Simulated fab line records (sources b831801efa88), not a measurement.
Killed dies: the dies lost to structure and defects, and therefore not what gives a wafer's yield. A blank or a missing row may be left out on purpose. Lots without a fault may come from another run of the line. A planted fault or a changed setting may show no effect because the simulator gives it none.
Chamber matching || flow sky130 || cmp-02 running SKY_VIA4_CMP_02: 4 sister chambers
The step polishes SiO2. 16 wafers are shown with their chamber, then 8 later ones without.

## WAFERS, EACH WITH ITS CHAMBER
{"wafer": "L707.2", "chamber": 3, "motor current A (A)": 10.4, "slurry flow ml min": 149.9}
{"wafer": "L707.3", "chamber": 0, "motor current A (A)": 11.3, "slurry flow ml min": 150.8}
{"wafer": "L707.6", "chamber": 0, "motor current A (A)": 11.2, "slurry flow ml min": 150.2}
{"wafer": "L708.1", "chamber": 0, "motor current A (A)": 11.7, "slurry flow ml min": 149.9}
{"wafer": "L708.2", "chamber": 1, "motor current A (A)": 12.5, "slurry flow ml min": 149.9}
{"wafer": "L708.4", "chamber": 3, "motor current A (A)": 9.4, "slurry flow ml min": 149.7}
{"wafer": "L711.1", "chamber": 0, "motor current A (A)": 12.1, "slurry flow ml min": 150.1}
{"wafer": "L711.2", "chamber": 1, "motor current A (A)": 12.7, "slurry flow ml min": 149.8}
{"wafer": "L711.5", "chamber": 2, "motor current A (A)": 12.4, "slurry flow ml min": 150.3}
{"wafer": "L712.2", "chamber": 1, "motor current A (A)": 12.6, "slurry flow ml min": 151.1}
{"wafer": "L712.5", "chamber": 0, "motor current A (A)": 11.4, "slurry flow ml min": 149.9}
{"wafer": "L712.6", "chamber": 1, "motor current A (A)": 12.8, "slurry flow ml min": 149.4}
{"wafer": "L715.1", "chamber": 3, "motor current A (A)": 10.0, "slurry flow ml min": 149.2}
{"wafer": "L715.2", "chamber": 0, "motor current A (A)": 11.8, "slurry flow ml min": 149.8}
{"wafer": "L715.4", "chamber": 2, "motor current A (A)": 11.9, "slurry flow ml min": 150.8}
{"wafer": "L722.2", "chamber": 0, "motor current A (A)": 11.9, "slurry flow ml min": 149.9}

SIGNATURES (averages over the wafers above)
{"reading": "motor current A", "chamber 0": 11.629, "chamber 1": 12.650, "chamber 2": 12.150, "chamber 3": 9.933, "scatter within a chamber": 0.336}
{"reading": "slurry flow ml min", "chamber 0": 150.086, "chamber 1": 150.050, "chamber 2": 150.550, "chamber 3": 149.600, "scatter within a chamber": 0.475}
Rule: for each reading, subtract the chamber's mean from the wafer's reading, divide by that reading's scatter and square the result; add these up over the readings and take the root, which gives the wafer's distance from the chamber. The wafer belongs to the nearest chamber; if the next one is less than 2 further off, it can't be placed. The scatter: take each reading less its chamber's mean, square it, sum over the shown wafers, divide by the number of wafers less the number of chambers, and take the root.

## WAFERS WITH NO CHAMBER GIVEN
{"wafer": "L722.4", "motor current A (A)": 12.7, "slurry flow ml min": 150.0}
{"wafer": "L722.5", "motor current A (A)": 11.8, "slurry flow ml min": 149.2}
{"wafer": "L727.1", "motor current A (A)": 10.2, "slurry flow ml min": 150.2}
{"wafer": "L727.5", "motor current A (A)": 11.2, "slurry flow ml min": 150.5}
{"wafer": "L727.6", "motor current A (A)": 11.9, "slurry flow ml min": 150.4}
{"wafer": "L728.2", "motor current A (A)": 9.8, "slurry flow ml min": 150.0}
{"wafer": "L728.4", "motor current A (A)": 12.7, "slurry flow ml min": 150.2}
{"wafer": "L728.6", "motor current A (A)": 12.2, "slurry flow ml min": 149.6}

## THE CHAMBER EACH PASSED THROUGH
{"wafer": "L722.4", "from the rows above": "can't be placed: 1 or 2", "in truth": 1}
{"wafer": "L722.5", "from the rows above": "can't be placed: 0 or 2 or 1", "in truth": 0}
{"wafer": "L727.1", "from the rows above": 3, "in truth": 3}
{"wafer": "L727.5", "from the rows above": "can't be placed: 0 or 2", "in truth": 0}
{"wafer": "L727.6", "from the rows above": "can't be placed: 2 or 0 or 1", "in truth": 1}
{"wafer": "L728.2", "from the rows above": 3, "in truth": 3}
{"wafer": "L728.4", "from the rows above": "can't be placed: 1 or 2", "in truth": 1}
{"wafer": "L728.6", "from the rows above": "can't be placed: 1 or 0 or 2", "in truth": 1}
Correctly placed: 2 of 8. Not placeable from these rows: 6 (in 6, the candidates include the true chamber). Number placed wrongly: 0.
